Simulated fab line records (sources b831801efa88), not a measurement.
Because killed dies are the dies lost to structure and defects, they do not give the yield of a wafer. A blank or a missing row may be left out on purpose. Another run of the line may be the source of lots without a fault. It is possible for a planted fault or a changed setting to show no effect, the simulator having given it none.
fab line records	flow sky130
record: lots: 13	wafers: 39	last_day: 51
route steps=708 shown POLY_GATE@224 PAD_OPEN@708
lots that met no fault: from a run of the same line without faults
start_h: hours from the record's first day to the start of the lot's first wafer shown	wait_h: how many hours have passed since the lot's step before this one	" unchanged from the row above	L1.1+2: several wafers, shown together as one row	- either no value or no given start	* or withheld: withheld	< > ~ a bound
route shown NAME@n: NAME is a module with steps in the file, n the number in the route of the first one	usual: average and standard deviation across the fault-free wafers	same: alike in all rows	chamber/n: place in a boat	sites: the reading at each site	_std_site: the values' standard deviation	_edge_site: the outer-site mean with the inner-site mean subtracted	radius_mm: for every site, how far away it sits from the centre of the wafer	mask NAME#n: copy n	behind: the last tool/chamber to shape the wafer	hold: reason for holding the lot/hours on hold/outcome of the hold	device: transistor that didn't switch, given as n, p or np	end of line: the route-end tests of the same wafers	a step without rows: its recipe alone	killed: dies lost to structure and defects at the first sort, not the wafer's yield	map: a wafer's dies, marking killed ones x, the rest . and places with no die _
set.NAME: the run value of the setting; set.NAME@STEP: its run value at that earlier step	model.NAME: the simulator's own value behind a step, which no gauge read
route steps across a sampled set of lots; one table per step, one row per wafer
services: from which hour (start_h, from the record's first day; less than 0 if before it) a tool's chamber was out of use, for how many hours, and why
== steps ==
step: SKY_POLY_GATE_EXPOSE_10
recipe: mask_id: P1M	na: 0.68	source_shape: conventional	sigma_outer: 0.6	target_cd_nm: 150	dose_mj: 28
usual: stage_vel_mm_s: 500.01/0.21
same: sigma_outer: 0.6
lot.wafer	tool	chamber	start_h	wait_h	mask	stage_vel_mm_s
L343.2	krf_scanner-02	0	368.95	-	P1M#0	500.22
L343.3	"	0	"	"	P1M#0	499.74
L343.6	"	0	"	"	P1M#0	500.16
L344.1	krf_scanner-01	0	377.32	-	P1M#0	499.72
L344.2	"	0	"	"	P1M#0	499.64
L344.6	"	0	"	"	P1M#0	500.04
L347.4	krf_scanner-01	0	402.06	-	P1M#0	499.62
L347.5	"	0	"	"	P1M#0	499.91
L347.6	"	0	"	"	P1M#0	500.22
L348.2	krf_scanner-02	0	411.28	-	P1M#0	500.07
L348.3	"	0	"	"	P1M#0	499.97
L348.6	"	0	"	"	P1M#0	499.90
L349.1	krf_scanner-02	0	419.37	-	P1M#0	499.97
L349.3	"	0	"	"	P1M#0	500.11
L349.6	"	0	"	"	P1M#0	500.21
L352.2	krf_scanner-02	0	451.40	-	P1M#0	500.15
L352.3	"	0	"	"	P1M#0	500.08
L352.6	"	0	"	"	P1M#0	500.27
L353.1	krf_scanner-02	0	458.87	-	P1M_R1#0	500.15
L353.2	"	0	"	"	P1M_R1#0	499.89
L353.4	"	0	"	"	P1M_R1#0	499.89
L354.1	krf_scanner-02	0	462.17	-	P1M#0	500.01
L354.2	"	0	"	"	P1M#0	499.93
L354.5	"	0	"	"	P1M#0	500.04
L361.3	krf_scanner-01	0	519.72	-	P1M#0	499.78
L361.4	"	0	"	"	P1M#0	499.90
L361.5	"	0	"	"	P1M#0	500.19
L362.4	krf_scanner-01	0	530.72	-	P1M#0	499.93
L362.5	"	0	"	"	P1M#0	499.94
L362.6	"	0	"	"	P1M#0	500.16
L364.1	krf_scanner-01	0	548.37	-	P1M#0	500.07
L364.2	"	0	"	"	P1M#0	499.87
L364.5	"	0	"	"	P1M#0	500.44
L365.1	krf_scanner-02	0	555.28	-	P1M#0	499.46
L365.2	"	0	"	"	P1M#0	499.81
L365.6	"	0	"	"	P1M#0	500.19
L366.2	krf_scanner-01	0	566.63	-	P1M#0	500.36
L366.3	"	0	"	"	P1M#0	500.11
L366.5	"	0	"	"	P1M#0	499.99
step: SKY_POLY_GATE_CD_MEAS_13
recipe: target_cd_nm: 150
usual: cd_nm: 150.3/1.5
lot.wafer	tool	chamber	start_h	wait_h	hold	cd_nm
L343.2	cd_sem-01	-	383.18	-	-	148.9
L343.3	"	-	"	"	-	149.0
L343.6	"	-	"	"	-	149.1
L344.1	cd_sem-01	-	391.46	-	-	150.8
L344.2	"	-	"	"	-	151.3
L344.6	"	-	"	"	-	150.3
L347.4	cd_sem-01	-	417.14	-	-	151.3
L347.5	"	-	"	"	-	151.7
L347.6	"	-	"	"	-	151.6
L348.2	cd_sem-01	-	426.88	-	-	147.8
L348.3	"	-	"	"	-	149.1
L348.6	"	-	"	"	-	149.2
L349.1	cd_sem-01	-	434.31	-	-	150.0
L349.3	"	-	"	"	-	151.2
L349.6	"	-	"	"	-	151.2
L352.2	cd_sem-01	-	466.65	-	-	151.2
L352.3	"	-	"	"	-	152.8
L352.6	"	-	"	"	-	150.9
L353.1	cd_sem-02	-	473.27	-	await_dispo/0.2h/release	170.8
L353.2	"	-	"	"	await_dispo/0.2h/release	170.6
L353.4	"	-	"	"	await_dispo/0.2h/release	171.2
L353.1	cd_sem-02	-	473.55	0.3	-	171.2
L353.2	"	-	"	"	-	170.7
L353.4	"	-	"	"	-	171.6
L354.1	cd_sem-01	-	477.41	-	-	152.6
L354.2	"	-	"	"	-	152.8
L354.5	"	-	"	"	-	151.5
L361.3	cd_sem-02	-	534.25	-	-	147.3
L361.4	"	-	"	"	-	147.7
L361.5	"	-	"	"	-	148.3
L362.4	cd_sem-01	-	545.89	-	-	153.5
L362.5	"	-	"	"	-	152.3
L362.6	"	-	"	"	-	152.6
L364.1	cd_sem-01	-	563.17	-	-	151.7
L364.2	"	-	"	"	-	152.3
L364.5	"	-	"	"	-	152.5
L365.1	cd_sem-01	-	570.01	-	-	150.9
L365.2	"	-	"	"	-	152.1
L365.6	"	-	"	"	-	151.4
L366.2	cd_sem-01	-	581.33	-	-	148.0
L366.3	"	-	"	"	-	149.4
L366.5	"	-	"	"	-	148.4
step: SKY_PAD_OPEN_PROBE_99
usual: killed_at_M0_to_M3: 44/6.9	killed_at_M4_up: 3.1/1.7	killed_at_contacts: 25/5.6	killed_at_front_end: 14/4.3	killed_at_other: 0.3/0.51	killed_dies: 86/9.8	killed_open: 47/6.5	killed_short: 39/6.6
same: gross_dies: 492	killed_at_back_side: 0
lot.wafer	tool	chamber	start_h	wait_h	hold	killed_at_M0_to_M3	killed_at_M4_up	killed_at_contacts	killed_at_front_end	killed_at_other	killed_dies	killed_open	killed_short
L343.2	prober-02	-	1092.58	0.1	-	41	5	36	21	1	104	54	50
L343.3	prober-02	-	1092.63	0.2	-	47	0	26	24	0	97	50	47
L343.6	prober-02	-	1092.78	0.2	-	47	2	26	17	0	92	58	34
L344.1	prober-01	-	1102.87	0.1	-	53	2	37	19	0	111	58	53
L344.2	prober-01	-	1102.92	0.1	-	43	1	22	22	0	88	58	30
L344.6	prober-01	-	1103.12	0.2	-	50	2	33	18	0	103	56	47
L347.4	prober-01	-	1116.66	0.2	-	51	2	35	20	0	108	68	40
L347.5	prober-01	-	1116.71	0.2	-	52	2	16	5	0	75	42	33
L347.6	prober-01	-	1116.76	0.2	-	49	4	25	12	0	90	49	41
L348.2	prober-01	-	1125.12	0.1	-	32	3	30	9	0	74	44	30
L348.3	prober-01	-	1125.17	0.2	-	47	5	23	10	1	86	36	50
L348.6	prober-01	-	1125.32	0.2	-	40	3	17	11	1	72	46	26
L349.1	prober-02	-	1128.64	0.1	-	56	2	20	16	2	96	52	44
L349.3	prober-02	-	1128.74	0.2	-	37	4	35	13	1	90	51	39
L349.6	prober-02	-	1128.89	0.2	-	49	4	18	14	0	85	48	37
L352.2	prober-01	-	1147.69	0.1	-	49	3	21	12	0	85	47	38
L352.3	prober-01	-	1147.74	0.2	-	48	1	35	8	1	93	50	43
L352.6	prober-01	-	1147.89	0.2	-	51	2	19	11	0	83	48	35
L353.1	prober-02	-	1154.87	0.1	await_dispo/3.1h/release	48	4	24	33	0	109	47	39
L353.2	prober-02	-	1154.92	0.1	await_dispo/3.1h/release	37	7	20	80	0	144	31	44
L353.4	prober-02	-	1155.02	0.2	await_dispo/3.1h/release	54	3	15	70	0	142	45	44
L354.1	prober-01	-	1156.74	0.1	-	45	3	21	20	0	89	45	44
L354.2	prober-01	-	1156.79	0.1	-	52	0	30	3	0	85	51	34
L354.5	prober-01	-	1156.94	0.2	-	44	1	24	14	0	83	53	30
L362.4	prober-02	-	1195.42	0.2	-	35	3	25	22	0	85	42	43
L362.5	prober-02	-	1195.47	0.2	-	49	2	22	12	0	85	40	45
L362.6	prober-02	-	1195.52	0.2	-	36	1	24	12	0	73	47	26
L364.1	prober-01	-	1205.85	0.1	-	47	2	25	15	0	89	46	43
L364.2	prober-01	-	1205.90	0.1	-	36	1	28	15	1	81	41	40
L364.5	prober-01	-	1206.05	0.2	-	34	3	17	8	0	62	39	23
L365.1	prober-01	-	1209.94	0.1	-	34	3	17	7	0	61	39	22
L365.2	prober-01	-	1209.99	0.1	-	32	3	26	21	0	82	47	35
L365.6	prober-01	-	1210.19	0.2	-	36	4	30	9	1	80	50	30
L361.3	prober-02	-	1211.60	0.2	-	40	2	23	7	0	72	41	31
L361.4	prober-02	-	1211.65	0.2	-	55	2	15	7	0	79	41	38
L361.5	prober-02	-	1211.70	0.2	-	33	5	25	13	0	76	49	27
L366.2	prober-02	-	1214.58	0.1	-	51	2	18	14	0	85	38	47
L366.3	prober-02	-	1214.63	0.2	-	51	2	25	19	0	97	43	54
L366.5	prober-02	-	1214.73	0.2	-	40	1	20	17	1	79	42	37
killed by level:class
L343.2 CONTACT:geometric_particle:open=15 CONTACT:geometric_particle:short=11 VIA1:geometric_particle:open=9 VIA3:geometric_particle:open=7 FIELD_ISO:geometric_particle:short=6 METAL2:geometric_particle:short=6 VIA2:geometric_particle:open=4 POLY_GATE:geometric_particle:short=4
L343.3 FIELD_ISO:geometric_particle:short=8 VIA1:geometric_particle:open=8 METAL2:geometric_particle:short=8 CONTACT:geometric_particle:short=7 CONTACT:geometric_particle:open=7 FIELD_ISO:geometric_particle:open=6 VIA3:geometric_particle:open=6 VIA2:geometric_particle:open=6
L343.6 VIA3:geometric_particle:open=11 CONTACT:geometric_particle:open=10 VIA1:geometric_particle:open=8 VIA2:geometric_particle:open=8 LI_CONTACT:geometric_particle:open=6 CONTACT:geometric_particle:short=5 VIA1:geometric_particle:short=5 FIELD_ISO:geometric_particle:open=4
L344.1 CONTACT:geometric_particle:open=17 VIA1:geometric_particle:open=13 CONTACT:geometric_particle:short=11 FIELD_ISO:geometric_particle:short=8 VIA2:geometric_particle:open=7 VIA3:geometric_particle:open=7 VIA1:geometric_particle:short=6 METAL2:geometric_particle:short=6
L344.2 CONTACT:geometric_particle:open=11 VIA2:geometric_particle:open=10 VIA1:geometric_particle:open=10 FIELD_ISO:geometric_particle:short=6 METAL1:geometric_particle:short=6 VIA3:geometric_particle:open=6 FIELD_ISO:geometric_particle:open=5 POLY_GATE:geometric_particle:open=5
L344.6 CONTACT:geometric_particle:open=16 VIA1:geometric_particle:open=10 METAL1:geometric_particle:short=8 METAL2:geometric_particle:short=7 LI_CONTACT:geometric_particle:open=7 VIA3:geometric_particle:open=6 CONTACT:geometric_particle:short=6 FIELD_ISO:geometric_particle:short=4
L347.4 LI_CONTACT:geometric_particle:open=14 VIA1:geometric_particle:open=12 VIA3:geometric_particle:open=11 CONTACT:geometric_particle:open=10 VIA2:geometric_particle:open=8 VIA2:geometric_particle:short=6 FIELD_ISO:geometric_particle:short=5 POLY_GATE:geometric_particle:short=5
L347.5 VIA1:geometric_particle:open=11 CONTACT:geometric_particle:open=8 VIA3:geometric_particle:open=8 METAL1:geometric_particle:short=7 VIA1:geometric_particle:short=6 VIA3:geometric_particle:short=5 VIA2:geometric_particle:open=4 LI_CONTACT:geometric_particle:open=3
L347.6 VIA1:geometric_particle:open=11 CONTACT:geometric_particle:open=9 VIA2:geometric_particle:open=8 LI_CONTACT:geometric_particle:open=7 VIA3:geometric_particle:open=6 POLY_GATE:geometric_particle:short=5 CONTACT:geometric_particle:short=5 METAL1:geometric_particle:short=5
L348.2 CONTACT:geometric_particle:open=15 VIA1:geometric_particle:open=9 VIA3:geometric_particle:open=6 LOCAL_INTERCONNECT:geometric_particle:short=5 METAL3:geometric_particle:short=5 LI_CONTACT:geometric_particle:open=4 METAL2:geometric_particle:short=4 FIELD_ISO:geometric_particle:short=3
L348.3 VIA2:geometric_particle:open=9 VIA1:geometric_particle:open=6 CONTACT:geometric_particle:open=6 LI_CONTACT:geometric_particle:open=5 CONTACT:geometric_particle:short=5 METAL1:geometric_particle:short=5 VIA3:geometric_particle:short=5 VIA1:geometric_particle:short=5
L348.6 VIA1:geometric_particle:open=11 VIA3:geometric_particle:open=8 CONTACT:geometric_particle:open=8 FIELD_ISO:geometric_particle:short=4 VIA2:geometric_particle:open=4 LI_CONTACT:geometric_particle:open=4 POLY_GATE:geometric_particle:open=3 LOCAL_INTERCONNECT:geometric_particle:short=3
L349.1 VIA1:geometric_particle:open=14 VIA3:geometric_particle:open=9 CONTACT:geometric_particle:open=9 METAL3:geometric_particle:short=8 METAL2:geometric_particle:short=7 LI_CONTACT:geometric_particle:open=5 VIA2:geometric_particle:open=5 VIA1:geometric_particle:short=4
L349.3 CONTACT:geometric_particle:open=12 LI_CONTACT:geometric_particle:open=10 VIA2:geometric_particle:open=7 CONTACT:geometric_particle:short=5 METAL2:geometric_particle:short=5 METAL3:geometric_particle:short=5 METAL1:geometric_particle:short=4 VIA3:geometric_particle:open=4
L349.6 METAL2:geometric_particle:short=10 VIA2:geometric_particle:open=8 CONTACT:geometric_particle:open=7 VIA1:geometric_particle:open=7 VIA3:geometric_particle:open=6 FIELD_ISO:geometric_particle:open=5 LI_CONTACT:geometric_particle:open=5 METAL1:geometric_particle:short=5
L352.2 VIA1:geometric_particle:open=9 VIA2:geometric_particle:open=9 METAL1:geometric_particle:short=9 LI_CONTACT:geometric_particle:open=8 VIA3:geometric_particle:open=8 POLY_GATE:geometric_particle:short=5 CONTACT:geometric_particle:open=5 POLY_GATE:geometric_particle:open=4
L352.3 VIA1:geometric_particle:open=13 CONTACT:geometric_particle:open=10 LI_CONTACT:geometric_particle:open=9 VIA3:geometric_particle:open=9 METAL1:geometric_particle:short=7 VIA3:geometric_particle:short=5 LOCAL_INTERCONNECT:geometric_particle:short=5 CONTACT:geometric_particle:short=5
L352.6 VIA1:geometric_particle:open=16 CONTACT:geometric_particle:open=9 METAL1:geometric_particle:short=8 VIA3:geometric_particle:open=8 POLY_GATE:geometric_particle:short=7 VIA2:geometric_particle:open=7 LI_CONTACT:geometric_particle:open=5 FIELD_ISO:geometric_particle:short=3
L353.1 POLY_GATE:area_expose=23 CONTACT:geometric_particle:open=12 VIA1:geometric_particle:short=10 VIA2:geometric_particle:open=8 VIA1:geometric_particle:open=7 METAL1:geometric_particle:short=6 METAL2:geometric_particle:short=6 VIA3:geometric_particle:open=4
L353.2 POLY_GATE:area_expose=69 METAL2:geometric_particle:short=10 CONTACT:geometric_particle:open=9 VIA1:geometric_particle:short=9 LOCAL_INTERCONNECT:geometric_particle:short=5 VIA1:geometric_particle:open=5 POLY_GATE:geometric_particle:open=4 METAL4:geometric_particle:short=4
L353.4 POLY_GATE:area_expose=53 VIA1:geometric_particle:open=16 VIA3:geometric_particle:open=6 METAL1:geometric_particle:short=6 VIA1:geometric_particle:short=6 LI_CONTACT:geometric_particle:open=5 CONTACT:geometric_particle:short=5 VIA2:geometric_particle:open=5
L354.1 CONTACT:geometric_particle:open=9 VIA2:geometric_particle:open=7 FIELD_ISO:geometric_particle:short=6 VIA1:geometric_particle:open=6 LI_CONTACT:geometric_particle:open=5 METAL1:geometric_particle:short=5 VIA1:geometric_particle:short=5 METAL2:geometric_particle:short=5
L354.2 VIA1:geometric_particle:open=15 CONTACT:geometric_particle:open=14 VIA2:geometric_particle:open=9 VIA1:geometric_particle:short=8 METAL1:geometric_particle:short=7 LI_CONTACT:geometric_particle:open=6 CONTACT:geometric_particle:short=6 METAL2:geometric_particle:short=3
L354.5 VIA1:geometric_particle:open=12 VIA3:geometric_particle:open=11 CONTACT:geometric_particle:open=8 LI_CONTACT:geometric_particle:open=7 VIA2:geometric_particle:open=7 CONTACT:geometric_particle:short=5 METAL1:geometric_particle:short=5 POLY_GATE:geometric_particle:open=4
L362.4 VIA2:geometric_particle:open=11 FIELD_ISO:geometric_particle:short=10 CONTACT:geometric_particle:short=8 FIELD_ISO:geometric_particle:open=6 CONTACT:geometric_particle:open=6 VIA3:geometric_particle:open=5 VIA1:geometric_particle:open=5 POLY_GATE:geometric_particle:open=4
L362.5 VIA1:geometric_particle:short=9 VIA1:geometric_particle:open=8 VIA2:geometric_particle:open=8 METAL2:geometric_particle:short=7 CONTACT:geometric_particle:open=6 CONTACT:geometric_particle:short=6 LOCAL_INTERCONNECT:geometric_particle:short=5 METAL1:geometric_particle:short=5
L362.6 VIA1:geometric_particle:open=12 LI_CONTACT:geometric_particle:open=9 VIA1:geometric_particle:short=7 CONTACT:geometric_particle:open=7 FIELD_ISO:geometric_particle:open=6 CONTACT:geometric_particle:short=6 VIA2:geometric_particle:open=4 VIA3:geometric_particle:open=4
L364.1 VIA1:geometric_particle:open=11 LI_CONTACT:geometric_particle:open=10 VIA2:geometric_particle:open=7 VIA1:geometric_particle:short=6 FIELD_ISO:geometric_particle:short=5 METAL2:geometric_particle:short=5 LI_CONTACT:geometric_particle:short=4 LOCAL_INTERCONNECT:geometric_particle:short=4
L364.2 VIA3:geometric_particle:open=9 CONTACT:geometric_particle:open=8 LI_CONTACT:geometric_particle:short=7 VIA2:geometric_particle:open=6 FIELD_ISO:geometric_particle:open=5 POLY_GATE:geometric_particle:short=5 LI_CONTACT:geometric_particle:open=4 CONTACT:geometric_particle:short=4
L364.5 CONTACT:geometric_particle:open=9 METAL1:geometric_particle:short=7 VIA1:geometric_particle:open=7 VIA2:geometric_particle:open=4 LI_CONTACT:geometric_particle:open=4 METAL1:geometric_particle:open=3 VIA1:geometric_particle:short=3 METAL2:geometric_particle:short=3
L365.1 VIA1:geometric_particle:open=16 CONTACT:geometric_particle:open=5 LOCAL_INTERCONNECT:geometric_particle:short=5 VIA3:geometric_particle:open=4 POLY_GATE:geometric_particle:open=3 LI_CONTACT:geometric_particle:open=3 VIA1:geometric_particle:short=3 LI_CONTACT:geometric_particle:short=2
L365.2 VIA1:geometric_particle:open=12 CONTACT:geometric_particle:open=9 POLY_GATE:geometric_particle:open=8 LI_CONTACT:geometric_particle:open=6 LI_CONTACT:geometric_particle:short=5 FIELD_ISO:geometric_particle:short=4 POLY_GATE:geometric_particle:short=4 VIA3:geometric_particle:open=4
L365.6 CONTACT:geometric_particle:open=11 VIA3:geometric_particle:open=9 LI_CONTACT:geometric_particle:open=8 CONTACT:geometric_particle:short=7 VIA1:geometric_particle:open=6 METAL2:geometric_particle:short=6 POLY_GATE:geometric_particle:open=5 METAL3:geometric_particle:short=3
L361.3 LI_CONTACT:geometric_particle:open=8 CONTACT:geometric_particle:short=7 VIA3:geometric_particle:open=7 VIA1:geometric_particle:open=7 VIA2:geometric_particle:open=6 CONTACT:geometric_particle:open=5 FIELD_ISO:geometric_particle:open=4 METAL1:geometric_particle:short=4
L361.4 METAL2:geometric_particle:short=11 VIA1:geometric_particle:open=10 VIA2:geometric_particle:open=10 METAL1:geometric_particle:short=9 LI_CONTACT:geometric_particle:open=5 FIELD_ISO:geometric_particle:open=4 LI_CONTACT:geometric_particle:short=4 VIA2:geometric_particle:short=4
L361.5 CONTACT:geometric_particle:open=12 LI_CONTACT:geometric_particle:open=7 VIA2:geometric_particle:open=7 VIA1:geometric_particle:open=6 FIELD_ISO:geometric_particle:short=4 FIELD_ISO:geometric_particle:open=4 VIA3:geometric_particle:open=4 VIA3:geometric_particle:short=4
L366.2 VIA2:geometric_particle:open=12 METAL1:geometric_particle:short=9 METAL2:geometric_particle:short=7 POLY_GATE:geometric_particle:short=6 VIA3:geometric_particle:open=6 CONTACT:geometric_particle:open=6 CONTACT:geometric_particle:short=6 VIA1:geometric_particle:short=6
L366.3 VIA1:geometric_particle:open=12 CONTACT:geometric_particle:open=11 METAL2:geometric_particle:short=9 CONTACT:geometric_particle:short=6 POLY_GATE:geometric_particle:short=5 LOCAL_INTERCONNECT:geometric_particle:short=5 METAL1:geometric_particle:short=5 VIA1:geometric_particle:short=5
L366.5 VIA2:geometric_particle:open=11 VIA1:geometric_particle:open=8 FIELD_ISO:geometric_particle:short=7 CONTACT:geometric_particle:open=7 VIA3:geometric_particle:open=5 LI_CONTACT:geometric_particle:open=5 VIA1:geometric_particle:short=5 METAL2:geometric_particle:short=5
== services ==
tool	chamber	start_h	hours	kind
krf_scanner-02	-	359.00	1.0	pm
krf_scanner-02	-	372.26	34.0	repair
krf_scanner-01	-	406.27	1.3	pm
krf_scanner-01	-	407.57	0.8	pm
krf_scanner-01	-	408.32	3.6	pm
krf_scanner-02	-	428.54	1.3	pm
krf_scanner-02	-	437.26	0.8	pm
krf_scanner-01	-	441.61	30.5	repair
krf_scanner-01	-	472.10	1.0	pm
krf_scanner-02	-	499.67	0.3	repair
krf_scanner-01	-	518.44	0.3	repair
krf_scanner-02	-	528.00	1.0	pm
krf_scanner-02	-	530.42	4.4	pm
krf_scanner-01	-	542.33	4.4	pm
krf_scanner-02	-	564.12	3.6	pm
== key ==
first_sign: step: SKY_POLY_GATE_EXPOSE_10	reading: mask	direction: changed
effect: step: SKY_POLY_GATE_CD_MEAS_13	reading: visit	direction: added
effect: step: SKY_POLY_GATE_CD_MEAS_13	reading: cd_nm	direction: up	sigmas: 14	usual: 150.3	struck: 170.8
effect: step: SKY_PAD_OPEN_PROBE_99	reading: killed_at_front_end	direction: up	sigmas: 11	usual: 14	struck: 61
more_kills_born_at: SKY_POLY_GATE_EXPOSE_10@krf_scanner-02: 145
met_at SKY_POLY_GATE_EXPOSE_10
struck_lots L353
tester_left_out L353
onset_between 451.40 458.87
fault: kind: wrong_mask	tool: any	chamber: -	onset_h: 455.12	steps: SKY_POLY_GATE_EXPOSE_10	aux_copy: P1M_R1#0	cd_offset_nm: 22	scope: struck_lots_only
tester_left_out: of these lots the tester's yield and bins aren't shown, on N5 and GAA mostly nor the transistor test; their killed dies are dies lost to structure and defects alone, not to doping, threshold or leakage, so they don't give the yield
